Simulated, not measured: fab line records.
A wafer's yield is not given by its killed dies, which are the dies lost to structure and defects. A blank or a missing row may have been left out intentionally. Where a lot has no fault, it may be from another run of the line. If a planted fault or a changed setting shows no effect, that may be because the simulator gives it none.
Which tool was responsible? | flow gf180mcu | 36 wafers from 12 lots sampled at 5 of the route's 602 steps

WHAT THE GAUGES SHOWED, per wafer
GF_M2_CD_MEAS_14: the cd target is 280 nm.
lot  | measured     | on        | cd-nm (nm)
L075 | day 19 19:31 | cd-sem-02 | 281.0 281.3 281.8
L077 | day 20 18:06 | cd-sem-01 | 279.1 279.0 278.5
L079 | day 21 21:55 | cd-sem-02 | 280.3 282.2 281.5
L081 | day 22 02:05 | cd-sem-01 | 279.4 281.0 280.2
L083 | day 22 12:41 | cd-sem-01 | 279.2 279.8 279.5
L085 | day 23 06:52 | cd-sem-02 | 279.9 280.7 279.4
L087 | day 23 22:46 | cd-sem-02 | 278.2 278.9 279.9
L089 | day 24 14:22 | cd-sem-02 | 280.6 279.4 280.6
L091 | day 25 04:12 | cd-sem-01 | 277.0 277.4 277.5
L093 | day 25 19:31 | cd-sem-01 | 280.0 279.5 279.1
L095 | day 26 10:55 | cd-sem-01 | 278.4 279.5 278.5
L097 | day 27 04:38 | cd-sem-01 | 280.0 281.3 279.6

EACH LOT AND THE TOOL THAT RAN IT (in order: tool; ch and the chambers of the sampled wafers; start)
lot  | GF_M1_SPUTTER_01             | GF_M1_SPUTTER_04             | GF_M2_SPUTTER_01             | GF_M2_SPUTTER_04
L075 | pvd-sputter-04, day 16 14:12 | pvd-sputter-04, day 16 14:17 | pvd-sputter-03, day 18 19:29 | pvd-sputter-03, day 18 19:34
L077 | pvd-sputter-02, day 17 16:22 | pvd-sputter-02, day 17 16:27 | pvd-sputter-03, day 19 18:20 | pvd-sputter-03, day 19 18:25
L079 | pvd-sputter-02, day 18 18:42 | pvd-sputter-02, day 18 18:47 | pvd-sputter-01, day 20 21:47 | pvd-sputter-01, day 20 21:52
L081 | pvd-sputter-02, day 18 22:07 | pvd-sputter-02, day 18 22:11 | pvd-sputter-01, day 21 02:40 | pvd-sputter-01, day 21 02:46
L083 | pvd-sputter-02, day 19 10:14 | pvd-sputter-02, day 19 10:19 | pvd-sputter-04, day 21 13:10 | pvd-sputter-04, day 21 13:14
L085 | pvd-sputter-01, day 20 03:49 | pvd-sputter-01, day 20 03:53 | pvd-sputter-01, day 22 07:10 | pvd-sputter-01, day 22 07:14
L087 | pvd-sputter-04, day 20 21:29 | pvd-sputter-04, day 20 21:34 | pvd-sputter-03, day 22 23:59 | pvd-sputter-03, day 23 00:04
L089 | pvd-sputter-01, day 21 15:04 | pvd-sputter-01, day 21 15:08 | pvd-sputter-03, day 23 15:59 | pvd-sputter-03, day 23 16:04
L091 | pvd-sputter-02, day 22 05:28 | pvd-sputter-02, day 22 05:32 | pvd-sputter-01, day 24 06:10 | pvd-sputter-01, day 24 06:14
L093 | pvd-sputter-01, day 22 22:56 | pvd-sputter-01, day 22 23:01 | pvd-sputter-01, day 24 22:30 | pvd-sputter-01, day 24 22:35
L095 | pvd-sputter-02, day 23 15:26 | pvd-sputter-02, day 23 15:31 | pvd-sputter-03, day 25 14:04 | pvd-sputter-03, day 25 14:08
L097 | pvd-sputter-02, day 24 08:55 | pvd-sputter-02, day 24 08:59 | pvd-sputter-03, day 26 06:58 | pvd-sputter-03, day 26 07:02
- GF_M1_SPUTTER_01: material TiN, target thk 30 nm, time 25 s.
- GF_M1_SPUTTER_04: material TiN, target thk 50 nm, time 41.7 s.
- GF_M2_SPUTTER_01: material TiN, target thk 30 nm, time 25 s.
- GF_M2_SPUTTER_04: material TiN, target thk 50 nm, time 41.7 s.

THE ANSWER, worked out from the rows above alone
Rule: what is usual is taken from the lots themselves. Put in order of their means at a reading, lots are off if they are a third of the lots or fewer, leave a main group of 4 or more, and stand apart from it by a gap of 3 or more times the standard deviation of the main group's means; of several such gaps the widest counts. A main group is skipped when, at the precision printed for the reading in the tables above, its means are all equal. Also off: a lot with no number at a reading for which 4 or more lots have one. Any other lot the step has rows for is counted as sound.
No lot is off at any reading shown: from this, nothing can be told.

WHAT THE SIMULATOR HAD PUT IN
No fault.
